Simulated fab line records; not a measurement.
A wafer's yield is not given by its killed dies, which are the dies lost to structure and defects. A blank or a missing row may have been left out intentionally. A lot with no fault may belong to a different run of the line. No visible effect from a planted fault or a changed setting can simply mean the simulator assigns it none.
Problem report, 8D (eight disciplines) form, completed by code -- flow sfq-line -- the parts of the form that need people (team, actions taken, sign-off) are left out

## 1. THE ISSUE
heater-power-total-W at SFQ_TRILAYER_R5_LITHO_PEB_139 reads a mean of 80.47 W on 4 wafers of 3 lots; wafers without a fault read 79.15 W with a standard deviation of 0.066. That puts it +20 standard deviations away from the usual mean.
The step: peb time 60 s.
First seen on wafer L832.1, day 74 04:53, on litho-track-01. Wafers with a number at this step in the record: 44, from 15 lots. The rule behind "out" and "out of limits": a value lying over 4 standard deviations away from the usual mean. All remaining wafers that have a number are taken as sound.

## 2. WHAT IT IS; WHAT IT IS NOT
question,is,is not
which readings at this step,heater-power-total-W,chill-plate-temp-C
which lots,"L832, L833, L835","L821, L822, L823, L824, L826, L827, L828, L829, L830, L831, L842, L844"
which wafers of those lots,"L832.1, L833.1, L833.5, L835.5","L832.2, L832.3, L833.4, L835.6"
read on which tools,litho-track-01,"litho-track-02, litho-track-03"
when,from day 74 04:53,"up to then (32 sound wafers); but 8 sound wafers of L833, L835, L842, L844 came after"

## 3. SUSPECTS, AND WHAT RULES EACH OUT
Counting: a tool at a process step up to the reading stays a suspect if it ran every lot that is out. Sound lots after the first of them don't rule it out here, since some wafers of a struck lot are sound.
- litho-track-01 at SFQ_TRILAYER_R5_LITHO_PEB_139 (peb time 60 s): kept. It processed each lot that is out (first: L832, day 74 04:53); up to then, its last sound lot is L831 (day 74 01:17). Its own readings are out on those wafers: heater-power-total-W.
Left after counting: litho-track-01 at SFQ_TRILAYER_R5_LITHO_PEB_139.

## 4. THE CAUSE (what the simulator had put in)
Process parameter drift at SFQ_TRILAYER_R5_LITHO_PEB_139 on litho-track-01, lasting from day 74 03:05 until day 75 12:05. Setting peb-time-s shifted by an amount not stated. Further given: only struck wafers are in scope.
The count eliminated every tool but this one.

## 5. THE CHAIN OF EFFECTS, in route order
One row per reading whose mean, taken over the struck wafers that have a number, lies over 3 standard deviations from the usual. Only readings whose record carries a usual standard deviation are examined. hours: median over the lots of the time between each lot's start at the first step of this table that gives one and its start at this step. sigmas: the change, counted in usual standard deviations.
hours,step,reading,usual,on struck wafers,change,sigmas
0,SFQ_TRILAYER_R5_LITHO_PEB_139,heater-power-total-W,79.15 W,80.47,+1.32,+20
It contains these process steps:
- SFQ_TRILAYER_R5_LITHO_PEB_139: peb time 60 s.

## 6. HOW IT WOULD HAVE BEEN CAUGHT EARLIER
In this record the first reading out of limits was taken at day 74 04:53, 2 hours after the fault began at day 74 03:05.
